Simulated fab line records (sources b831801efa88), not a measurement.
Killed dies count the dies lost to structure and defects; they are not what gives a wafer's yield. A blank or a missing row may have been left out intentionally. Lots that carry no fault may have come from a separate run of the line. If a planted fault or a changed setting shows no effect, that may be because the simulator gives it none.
Which tool did it? | flow gf180mcu | 14 lots, 42 wafers sampled, at 3 steps of a route of 602

## WHAT THE GAUGES READ, wafer by wafer
GF_V3_THK_MEAS_03.
lot  | measured     | on            | V3_CVD_02_THK (nm)
L703 | day 21 12:52 | film_metro-02 | 839 844 852
L705 | day 22 11:49 | film_metro-03 | 833 849 836
L707 | day 23 04:22 | film_metro-04 | 835 839 860
L708 | day 23 07:10 | film_metro-04 | 846 851 863
L710 | day 24 08:13 | film_metro-03 | 847 837 857
L711 | day 25 00:47 | film_metro-04 | 841 834 843
L712 | day 25 03:28 | film_metro-03 | 835 863 865
L719 | day 27 04:53 | film_metro-03 | 860 853 857
L722 | day 28 02:27 | film_metro-03 | 850 856 859
L723 | day 28 08:55 | film_metro-02 | 845 848 863
L724 | day 28 18:31 | film_metro-03 | 848 861 854

## TOOL THAT RAN EACH LOT (tool first, then ch and the chambers of the sampled wafers, then the start)
lot  | GF_STI_STRIP_15                     | GF_M3_SPUTTER_04
L703 | plasma_asher-01 ch 0,1, day 2 04:13 | pvd_sputter-01, day 20 11:38
L705 | plasma_asher-02 ch 0,1, day 2 12:49 | pvd_sputter-03, day 21 11:08
L707 | plasma_asher-02 ch 0,1, day 2 21:49 | pvd_sputter-02, day 22 04:55
L708 | plasma_asher-01 ch 0,1, day 3 04:02 | pvd_sputter-02, day 22 06:55
L710 | plasma_asher-01 ch 0,1, day 3 14:16 | pvd_sputter-03, day 23 08:31
L711 | plasma_asher-01 ch 0,1, day 3 18:46 | pvd_sputter-03, day 23 20:45
L712 | plasma_asher-03 ch 1, day 4 00:43   | pvd_sputter-02, day 24 04:40
L713 | plasma_asher-03 ch 0,1, day 4 05:24 | -
L714 | plasma_asher-03 ch 0,1, day 4 12:37 | -
L715 | plasma_asher-03 ch 0,1, day 4 16:07 | -
L719 | plasma_asher-03 ch 0,1, day 5 11:22 | pvd_sputter-03, day 26 06:55
L722 | plasma_asher-02 ch 0,1, day 6 03:16 | pvd_sputter-01, day 27 05:13
L723 | plasma_asher-03 ch 0,1, day 6 12:16 | pvd_sputter-01, day 27 12:27
L724 | plasma_asher-03 ch 0, day 6 15:46   | pvd_sputter-01, day 27 21:43
- GF_STI_STRIP_15: strips in O2/N2.
- GF_M3_SPUTTER_04: material TiN, target thk 50 nm, time 41.7 s.

## WHAT THE TOOLS THEMSELVES READ (means of the sampled wafers that have a number; where no wafer has one, the mark that the record gives instead)
GF_STI_STRIP_15.
lot  | tool            | chamber_pressure_mTorr (mTorr) | drypump_motor_current_A (A) | heater_power_w (W) | oes_product_au (a.u.) | strip_time_to_endpoint_s (s)
L703 | plasma_asher-01 | 1501.1                         | 5.5                         | 328                | 0.381                 | 3.75
L705 | plasma_asher-02 | 1498.4                         | 5.7                         | 321                | 0.383                 | 3.77
L707 | plasma_asher-02 | 1499.4                         | 6.0                         | 343                | 0.384                 | 3.76
L708 | plasma_asher-01 | 1500.3                         | 5.8                         | 315                | 0.386                 | 3.78
L710 | plasma_asher-01 | 1498.7                         | 5.5                         | 324                | 0.388                 | 3.74
L711 | plasma_asher-01 | 1498.8                         | 5.8                         | 310                | 0.389                 | 3.82
L712 | plasma_asher-03 | 1500.1                         | 5.4                         | 403                | 0.387                 | 3.81
L713 | plasma_asher-03 | -                              | -                           | -                  | -                     | -
L714 | plasma_asher-03 | -                              | -                           | -                  | -                     | -
L715 | plasma_asher-03 | -                              | -                           | -                  | -                     | -
L719 | plasma_asher-03 | 1500.6                         | 5.6                         | 366                | 0.382                 | 3.69
L722 | plasma_asher-02 | 1500.5                         | 6.1                         | 344                | 0.380                 | 3.74
L723 | plasma_asher-03 | 1500.4                         | 5.6                         | 363                | 0.391                 | 3.79
L724 | plasma_asher-03 | 1500.3                         | 6.0                         | 300                | 0.387                 | 3.75

GF_M3_SPUTTER_04.
lot  | tool           | cathode_dc_power_W (W) | throttle_valve_pct (%)
L703 | pvd_sputter-01 | 6500.0                 | 29.5
L705 | pvd_sputter-03 | 6499.7                 | 30.9
L707 | pvd_sputter-02 | 6500.1                 | 30.3
L708 | pvd_sputter-02 | 6499.2                 | 30.0
L710 | pvd_sputter-03 | 6500.1                 | 30.8
L711 | pvd_sputter-03 | 6500.0                 | 30.8
L712 | pvd_sputter-02 | 6500.9                 | 30.8
L719 | pvd_sputter-03 | 6500.6                 | 30.8
L722 | pvd_sputter-01 | 6500.0                 | 29.0
L723 | pvd_sputter-01 | 6500.0                 | 29.5
L724 | pvd_sputter-01 | 6498.7                 | 29.0

## THE ANSWER, worked out from the rows above alone
Rule: the lots themselves supply what counts as usual. The widest of any qualifying gaps counts: lots, ordered by their means at a reading, are off when they make up no more than a third of the lots, leave a main group of 4 or more, and stand apart from it by 3 or more times the standard deviation of that group's means. If all means in a main group match to the digits the tables above print for the reading, that group is not used. Also off: a lot with no number at a reading for which 4 or more lots have one. All remaining lots with rows at the step are treated as sound. After the gauges, taken in route order, come the tools' own readings; for these a lot's mean is taken, as printed above. At the first step where some lot is off, the reading lying furthest off is the one used; lots without a number count as furthest.
Off: L713, L714, L715, at GF_STI_STRIP_15 (chamber_pressure_mTorr). Without a number there: L713, L714, L715. For the main group the mean is 1499.9 mTorr and the standard deviation 0.86.
If a tool, at that step or one of the process steps before it, ran each lot that is off and ran no sound lot following the first of them, it fits. Of those tried, none fits.

## WHAT THE SIMULATOR HAD INSERTED
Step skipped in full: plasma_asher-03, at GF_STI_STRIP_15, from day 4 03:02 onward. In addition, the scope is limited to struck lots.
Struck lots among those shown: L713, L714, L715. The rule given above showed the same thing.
